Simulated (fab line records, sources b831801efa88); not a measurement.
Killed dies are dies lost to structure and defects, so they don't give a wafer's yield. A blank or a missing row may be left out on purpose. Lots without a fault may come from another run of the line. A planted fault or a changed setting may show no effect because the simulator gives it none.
Chamber matching | flow sky130 | SKY_VIA1_ETCH_15 on rie_diel-03: 4 sister chambers
The step etches SiO2 in C4F8/O2/Ar, stops on TiN, target depth 351 nm, time 54 s. 4 wafers are shown with their chamber, then 11 later ones without.

WAFERS WITH THEIR CHAMBER
wafer  | chamber | oes_product_au (a.u.)
L087.1 | 1       | 0.980
L087.2 | 3       | 0.983
L087.5 | 0       | 0.965
L090.1 | 2       | 0.976

WAFERS WITHOUT THEIR CHAMBER
wafer  | oes_product_au (a.u.)
L090.2 | 0.981
L090.3 | 0.975
L090.4 | 0.979
L090.5 | 0.976
L090.6 | 0.980
L092.4 | 0.977
L092.5 | 0.985
L092.6 | 0.978
L095.1 | 0.975
L095.2 | 0.982
L095.5 | 0.974

WHICH CHAMBER EACH WENT THROUGH
wafer  | from the rows above     | in truth
L090.2 | can't be placed: 1 or 3 | 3
L090.3 | 2                       | 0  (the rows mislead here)
L090.4 | can't be placed: 1 or 2 | 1
L090.5 | 2                       | 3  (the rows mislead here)
L090.6 | 1                       | 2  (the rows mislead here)
L092.4 | can't be placed: 2 or 1 | 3
L092.5 | 3                       | 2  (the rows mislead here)
L092.6 | can't be placed: 1 or 2 | 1
L095.1 | 2                       | 2
L095.2 | can't be placed: 3 or 1 | 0
L095.5 | 2                       | 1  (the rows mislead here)
Placed correctly: 1 of 11. Can't be placed from these rows: 5 (the true chamber is among the candidates in 3). Placed wrongly: 5.
How it was worked out, from the rows above alone: a wafer's distance from a chamber is the root of the sum, over the readings, of the square of ((its reading less the chamber's mean) divided by the reading's scatter). The wafer belongs to the nearest chamber; if the next one is less than 2 further off, it can't be placed. A chamber's mean is the mean of its shown wafers. The scatter: with one shown wafer a chamber, the root of the mean of the squares of how far each hidden wafer lies from its nearest shown one.
